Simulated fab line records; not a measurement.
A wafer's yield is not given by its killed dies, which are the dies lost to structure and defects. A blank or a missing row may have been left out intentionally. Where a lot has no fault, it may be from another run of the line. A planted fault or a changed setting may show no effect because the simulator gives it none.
A sampling plan put to the test + flow sky130 + one line in one fab, 7 faults in these records, each fault weighed on the records of the lots it struck
Plan = the line's own looks (route steps where a gauge or an inspection reads the wafer without altering it). A look is open to judgement when struck wafers have a number at it and the file gives its usual mean and standard deviation on fault-free wafers. Caught: 4 or more of those standard deviations (sigma) separate the usual mean from the mean of the struck wafers at a look after the fault's first step. On the tool: the identical test, applied to the tool's own readings at the steps of the fault. If the struck wafers alone have a blank record, or they carry another recipe, that too counts as caught.

## THE FAULTS, as the simulator had put them in
1. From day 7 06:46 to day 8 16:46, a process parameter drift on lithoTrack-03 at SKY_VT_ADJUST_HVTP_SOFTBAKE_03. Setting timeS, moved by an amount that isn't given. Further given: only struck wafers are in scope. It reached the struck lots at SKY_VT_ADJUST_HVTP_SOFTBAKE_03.
2. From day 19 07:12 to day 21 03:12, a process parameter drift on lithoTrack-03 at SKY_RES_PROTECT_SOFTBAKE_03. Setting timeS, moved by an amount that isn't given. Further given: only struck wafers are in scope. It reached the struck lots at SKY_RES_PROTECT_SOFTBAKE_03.
3. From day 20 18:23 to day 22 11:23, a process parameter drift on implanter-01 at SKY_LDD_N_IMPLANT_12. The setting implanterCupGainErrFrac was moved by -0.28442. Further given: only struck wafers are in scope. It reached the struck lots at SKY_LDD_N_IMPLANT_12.
4. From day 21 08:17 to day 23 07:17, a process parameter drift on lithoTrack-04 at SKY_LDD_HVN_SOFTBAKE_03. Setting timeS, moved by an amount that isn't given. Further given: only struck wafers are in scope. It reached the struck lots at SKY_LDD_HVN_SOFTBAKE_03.
5. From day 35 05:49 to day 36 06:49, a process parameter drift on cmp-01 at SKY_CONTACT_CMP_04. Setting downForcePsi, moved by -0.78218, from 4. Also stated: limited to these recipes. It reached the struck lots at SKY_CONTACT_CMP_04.
6. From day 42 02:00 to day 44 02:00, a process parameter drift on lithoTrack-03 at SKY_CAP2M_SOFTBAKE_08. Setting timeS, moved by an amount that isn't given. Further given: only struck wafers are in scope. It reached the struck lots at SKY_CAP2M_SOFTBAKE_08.
7. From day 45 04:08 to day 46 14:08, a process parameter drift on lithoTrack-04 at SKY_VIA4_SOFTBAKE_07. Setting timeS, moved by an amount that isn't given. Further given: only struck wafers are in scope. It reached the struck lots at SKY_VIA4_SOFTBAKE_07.

## WHAT THE PLAN SAW
| fault | on the tool itself          | first look that catches it                      | reading, sigma | median hours from its first step to that look | hours from the fault's start to the first struck lot there | judged looks passed uncaught |
|-------|-----------------------------|-------------------------------------------------|----------------|-----------------------------------------------|------------------------------------------------------------|------------------------------|
| 1     | heaterPowerTotalW +16 sigma | no look after it can be judged                  | -              | -                                             | -                                                          | 0                            |
| 2     | heaterPowerTotalW +66 sigma | none of the 2 looks that can be judged after it | -              | -                                             | -                                                          | 2                            |
| 3     | beamOnS +23 sigma           | not the one look that can be judged after it    | -              | -                                             | -                                                          | 1                            |
| 4     | heaterPowerTotalW +37 sigma | not the one look that can be judged after it    | -              | -                                             | -                                                          | 1                            |
| 5     | headPressurePsi -80 sigma   | no look after it can be judged                  | -              | -                                             | -                                                          | 0                            |
| 6     | runLengthS +81 sigma        | no look after it can be judged                  | -              | -                                             | -                                                          | 0                            |
| 7     | runLengthS +9.6 sigma       | not the one look that can be judged after it    | -              | -                                             | -                                                          | 1                            |
A dash: the fault is not caught, or the number is missing from these records.

Caught at a look: 0 of 7. Caught on the tool: 7 of 7. By one or the other: 7 of 7.
On the tool alone, faults 1, 2, 3, 4, 5, 6, 7 were caught.
